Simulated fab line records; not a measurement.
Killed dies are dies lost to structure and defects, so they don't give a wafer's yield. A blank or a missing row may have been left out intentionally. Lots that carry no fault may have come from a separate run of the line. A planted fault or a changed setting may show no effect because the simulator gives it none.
Struck lot and sound lot, side by side -- flow gf180mcu -- 14 steps out of a route of 602
Sound: the wafers L765.2, L765.3, L765.5. The struck wafers were L783.3, L783.4, L783.5. The cause comes at the end.
At each step with rows: each side's tool, then ch and its chambers, then its first start. Under that, the readings that differ: sound wafers -- struck wafers -- difference of the means -- sigmas: that difference in standard deviations of wafers without a fault.
alike: readings with means less than 2 such deviations apart, plus words and numbers identical on both sides. not compared: withheld readings, readings lacking a value on some wafer, bounds such as >300 that could conceal the same value, and numbers that have no deviation in the record and whose values overlap.
The two part at a step that has a row with sigmas, a row that says differs or no value, or rows on one side only. Non-overlapping numbers with no deviation appear without sigmas and do not part them. A reading that every wafer of one side lacks parts them only if that side has two wafers or more.

GF_V5_ETCH_16: etches BARC in N2/H2.
  sound on rieDiel-04 ch 0,1, day 28 08:49; struck on rieDiel-01 ch 0,1, day 33 07:54
  alike: drypumpMotorCurrentA, oesProductAu, throttleValvePct
then, 4 steps without rows for these wafers: GF_V5_ETCH_17 (etches SiO2 in C4F8/O2/Ar, stops on TiN, target depth 855 nm); GF_V5_STRIP_18 (strips in O2/N2); GF_V5_STRIP_19 (strips in post etch residue remover, time 1200 s); GF_V5_CLEAN_20 (cleans in DIW).
GF_V5_SPUTTER_21: material Ti, target thk 15 nm, time 80.02 s.
  sound on pvdSputter-01, day 28 09:32; struck on pvdSputter-04, day 33 08:35
  alike: throttleValvePct
GF_V5_SPUTTER_22: material TiN, target thk 10 nm, time 40 s.
  sound on pvdSputter-01, day 28 09:36; struck on pvdSputter-04, day 33 08:39
  alike: throttleValvePct
GF_V5_CVD_23: deposits W, target thk 350 nm, time 104.9 s.
  sound on cvdW-02 ch 0,1, day 28 09:38; struck on cvdW-02 ch 0,1, day 33 08:44
  alike: chamberPressureTorr, heaterPowerW
GF_V5_RS_MEAS_24: the measuring method here is four-point-probe.
  sound on filmMetro-02, day 28 09:46; struck on filmMetro-02, day 33 08:50
  alike: V5_W_RS
GF_V5_THK_MEAS_25: measures by xrf.
  sound on filmMetro-02, day 28 09:53; struck on filmMetro-02, day 33 08:56
  alike: V5_W_THK
GF_V5_CMP_26: polishes, stops on SiO2, t overpolish 15 s, target thk 0 nm.
  sound on cmp-02 ch 0,1,3, day 28 09:56; struck on cmp-02 ch 1,2, day 33 09:02
  alike: motorCurrentA, overpolishRunS, slurryFilterDpKPa, timeToEndpointS
then, 1 step without rows for these wafers: GF_TOP_METAL_SPUTTER_00 (material Ti, target thk 37.5 nm, time 150 s).
GF_TOP_METAL_SPUTTER_01: material TiN, target thk 30 nm, time 25 s.
  sound on pvdSputter-01, day 28 10:20; struck on pvdSputter-03, day 33 09:23
reading,sound,struck,difference,sigmas
model.TiN_of_TOP_METAL_SPUTTER_01.thkNm (nm),30.19 29.68 30.16,29.08 28.51 28.74,-1.23,
  alike: throttleValvePct
then, 1 step without rows for these wafers: GF_TOP_METAL_SPUTTER_02 (material AlCu, target thk 900 nm, time 47.82 s).

== WHERE THEY PART ==
Nowhere in this record.

WHY: what the simulator had put in
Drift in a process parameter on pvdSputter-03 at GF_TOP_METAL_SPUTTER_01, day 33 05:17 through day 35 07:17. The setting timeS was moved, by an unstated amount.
